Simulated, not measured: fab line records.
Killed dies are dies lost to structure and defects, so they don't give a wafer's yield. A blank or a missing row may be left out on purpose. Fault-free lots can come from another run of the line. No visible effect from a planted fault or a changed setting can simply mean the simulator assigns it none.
Which of the tools did it?    flow gf180mcu    42 wafers from 14 lots sampled at 4 of the route's 602 steps

== WHAT THE GAUGES READ, wafer by wafer ==
GF_SAB_THK_MEAS_01.
lot   measured      on             SAB_CVD_00_THK (nm)
L832  day 14 08:17  film_metro-02  50.8 50.3 50.6
L833  day 14 15:02  film_metro-02  49.5 49.3 49.2
L834  day 15 01:29  film_metro-03  49.5 50.7 50.1
L835  day 15 08:14  film_metro-02  49.5 49.9 50.5
L837  day 16 03:16  film_metro-04  68.4 49.5 50.0
L838  day 16 08:05  film_metro-02  49.1 69.6 49.9
L845  day 19 02:31  film_metro-03  49.7 50.1 50.4
L846  day 19 05:13  film_metro-04  50.5 50.6 50.3
L848  day 20 07:14  film_metro-02  50.0 50.5 50.4
L850  day 20 18:31  film_metro-02  48.5 49.5 49.2
L851  day 21 06:15  film_metro-04  48.5 49.0 49.4
L852  day 21 11:27  film_metro-03  49.7 50.8 49.9
L854  day 22 03:04  film_metro-04  49.6 50.0 50.1
L855  day 22 12:10  film_metro-02  50.3 50.3 51.0

GF_V1_BOW_MEAS_05.
lot   measured      on             V1_BOW (um)
L832  day 17 07:38  film_metro-04  72 87 75
L833  day 17 14:22  film_metro-04  72 97 80
L834  day 18 02:27  film_metro-04  73 82 83
L835  day 18 09:19  film_metro-02  73 70 76
L837  day 19 06:31  film_metro-03  80 82 81
L838  day 19 12:00  film_metro-03  80 76 78
L845  day 22 07:51  film_metro-03  88 94 101
L846  day 22 10:19  film_metro-03  83 75 67
L848  day 23 10:13  film_metro-03  75 77 79
L850  day 23 21:10  film_metro-02  72 67 80
L851  day 24 08:54  film_metro-04  81 85 79
L852  day 24 13:05  film_metro-04  87 80 87
L854  day 25 04:13  film_metro-02  78 65 72
L855  day 25 11:52  film_metro-03  84 80 90

== WHAT TOOL EACH LOT RAN ON (gives the tool, then ch and the chambers of the sampled wafers, and finally the start) ==
lot   GF_SAB_CVD_00                    GF_M1_SPUTTER_02
L832  pecvd-01 ch 0,1,2, day 14 08:15  pvd_sputter-01, day 16 06:58
L833  pecvd-02 ch 1,2, day 14 15:01    pvd_sputter-02, day 16 13:55
L834  pecvd-01 ch 0,2, day 15 01:27    pvd_sputter-01, day 17 01:05
L835  pecvd-02 ch 1,2, day 15 08:08    pvd_sputter-01, day 17 08:04
L837  pecvd-02 ch 0,1,2, day 16 03:14  pvd_sputter-02, day 18 04:35
L838  pecvd-02 ch 0,1, day 16 08:01    pvd_sputter-01, day 18 09:39
L845  pecvd-02 ch 0,1,2, day 19 02:29  pvd_sputter-01, day 21 06:16
L846  pecvd-03 ch 0,1,2, day 19 05:11  pvd_sputter-02, day 21 08:58
L848  pecvd-03 ch 0,2, day 20 07:13    pvd_sputter-02, day 22 09:59
L850  pecvd-01 ch 0,1, day 20 18:29    pvd_sputter-03, day 22 21:13
L851  pecvd-02 ch 0,2, day 21 06:14    pvd_sputter-01, day 23 07:53
L852  pecvd-03 ch 1,2, day 21 11:25    pvd_sputter-02, day 23 12:48
L854  pecvd-02 ch 1,2, day 22 03:01    pvd_sputter-03, day 24 04:16
L855  pecvd-02 ch 0,1,2, day 22 12:08  pvd_sputter-01, day 24 12:34
- GF_SAB_CVD_00: deposits SiO2 from TEOS, target thk 50 nm, time 4.9302 s.
- GF_M1_SPUTTER_02: material AlCu, target thk 450 nm, time 23.9 s.

== WHAT THE TOOLS THEMSELVES READ (means of the sampled wafers that have a number; where no wafer has one, the mark that the record gives instead) ==
GF_SAB_CVD_00.
lot   tool      heater_power_w (W)  rf_fwd_power_W (W)
L832  pecvd-01  548                 586
L833  pecvd-02  770                 591
L834  pecvd-01  630                 588
L835  pecvd-02  683                 590
L837  pecvd-02  657                 588
L838  pecvd-02  629                 585
L845  pecvd-02  679                 589
L846  pecvd-03  637                 589
L848  pecvd-03  679                 589
L850  pecvd-01  589                 586
L851  pecvd-02  764                 590
L852  pecvd-03  632                 592
L854  pecvd-02  647                 588
L855  pecvd-02  716                 588

GF_M1_SPUTTER_02.
lot   tool            throttle_valve_pct (%)
L832  pvd_sputter-01  30.9
L833  pvd_sputter-02  30.3
L834  pvd_sputter-01  31.2
L835  pvd_sputter-01  30.7
L837  pvd_sputter-02  30.6
L838  pvd_sputter-01  30.8
L845  pvd_sputter-01  31.1
L846  pvd_sputter-02  30.7
L848  pvd_sputter-02  31.6
L850  pvd_sputter-03  30.3
L851  pvd_sputter-01  30.7
L852  pvd_sputter-02  29.9
L854  pvd_sputter-03  31.2
L855  pvd_sputter-01  30.8

== THE ANSWER, worked out from the rows above alone ==
Rule: the lots themselves supply what counts as usual. Put in order of their means at a reading, lots are off if they are a third of the lots or fewer, leave a main group of 4 or more, and stand apart from it by a gap of 3 or more times the standard deviation of the main group's means; of several such gaps the widest counts. A main group is skipped when, at the precision printed for the reading in the tables above, its means are all equal. Also off: a lot with no number at a reading for which 4 or more lots have one. Any other lot the step has rows for is counted as sound. Order of review: gauges by route order, followed by the tools' own readings, for which a lot's mean as printed above is used. The first step at which some lot is off is used, and at that step the reading that is off furthest; a lot without a number counts as furthest.
Off: at GF_SAB_THK_MEAS_01 (SAB_CVD_00_THK), L837, L838. The main group: mean 50.0 nm, standard deviation 0.53.
If a tool, at a process step before that reading, ran all the lots that are off and no sound lot after the first of them, it fits. The gauges at GF_SAB_THK_MEAS_01 are tried like those tools. No candidate that was tried fits.

== WHAT WAS PUT IN BY THE SIMULATOR ==
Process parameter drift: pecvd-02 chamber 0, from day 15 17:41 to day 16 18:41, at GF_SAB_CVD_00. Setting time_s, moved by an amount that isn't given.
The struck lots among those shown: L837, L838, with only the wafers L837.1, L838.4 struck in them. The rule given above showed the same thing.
